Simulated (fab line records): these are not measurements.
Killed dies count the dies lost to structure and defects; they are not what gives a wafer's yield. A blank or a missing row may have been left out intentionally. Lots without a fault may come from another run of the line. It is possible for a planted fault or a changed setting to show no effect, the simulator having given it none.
Comparing a struck lot with a sound one :: flow gf180mcu :: 14 out of 602 route steps
Sound: wafers L911.2, L911.5, L911.6. Wafers struck: L916.1, L916.5, L916.6. Last of all comes the cause.
For every step that has rows: the tool of each side, followed by ch and its chambers, followed by its first start. Under that, the readings that differ: sound wafers :: struck wafers :: difference of the means :: sigmas: that difference in standard deviations of wafers without a fault.
alike: words and numbers the same on both sides, and readings whose means are apart by under 2 such deviations; not compared: readings that were withheld, readings missing a value for some wafer, numbers with overlapping values and no deviation given by the record, and bounds like >300 which may hide the same value.
A row with sigmas, a row that says differs or no value, or rows on one side alone: a step with any of these is where the two part. Numbers that have no deviation but don't overlap get no sigmas and don't part them. Lack of a reading on every wafer of one side parts them only where that side has two or more wafers.

first, 1 step without rows for these wafers: GF_LVPWELL_DEVELOP_06 (develop time 60 s).
GF_LVPWELL_OVL_MEAS_07:
  struck on overlay-01, day 5 12:41; sound on overlay-02, day 4 06:50
  alike: LVPWELL_OVL
then, 2 steps without rows for these wafers: GF_LVPWELL_IMPLANT_08; GF_LVPWELL_IMPLANT_09.
GF_LVPWELL_STRIP_10: strips in O2/N2.
  sound on plasma-asher-01 ch 0,1, day 4 07:10; struck on plasma-asher-03 ch 0,1, day 5 13:01
reading: chamber-pressure-mTorr (mTorr)
sound: 1502.6 1499.9 1502.6
struck: 1498.4 1497.9 1499.0
difference: -3.3
sigmas: -2
  alike: drypump-motor-current-A, heater-power-w, oes-product-au, strip-time-to-endpoint-s
  not compared: rf-hours-counter-h
GF_LVPWELL_TW_MEAS_11:
  struck on film-metro-03, day 5 13:07; sound on film-metro-02, day 4 07:17
  alike: LVPWELL_TW
then, 6 steps without rows for these wafers: GF_MVSD_DEHYDRATE_00 (time 60 s); GF_MVSD_HMDS_01 (prime time 60 s); GF_MVSD_COAT_02 (resist thk 3000 nm); GF_MVSD_SOFTBAKE_03; GF_MVSD_EXPOSE_04 (exposes mask MVSD, target cd 1000 nm); GF_MVSD_PEB_05.
GF_MVSD_DEVELOP_06: develop time 60 s.
  sound on litho-track-02 ch 0, day 4 20:00; struck on litho-track-02, day 6 03:00
  no value came back on the struck wafers for chill-plate-temp-C (C), develop-time-s (s); on the sound wafers chill-plate-temp-C (C) reads 22.94 22.97 22.93
GF_MVSD_OVL_MEAS_07:
  struck on overlay-01, day 6 03:11; sound on overlay-01, day 4 20:26
reading: MVSD_OVL (nm)
sound: 1.8 -0.1 2.2
struck: - - -
difference: no value on the struck wafers
sigmas: 

## WHERE THEY PART
At GF_LVPWELL_STRIP_10 first; at GF_MVSD_OVL_MEAS_07 last (within this record only).

WHY: whatever the simulator had introduced
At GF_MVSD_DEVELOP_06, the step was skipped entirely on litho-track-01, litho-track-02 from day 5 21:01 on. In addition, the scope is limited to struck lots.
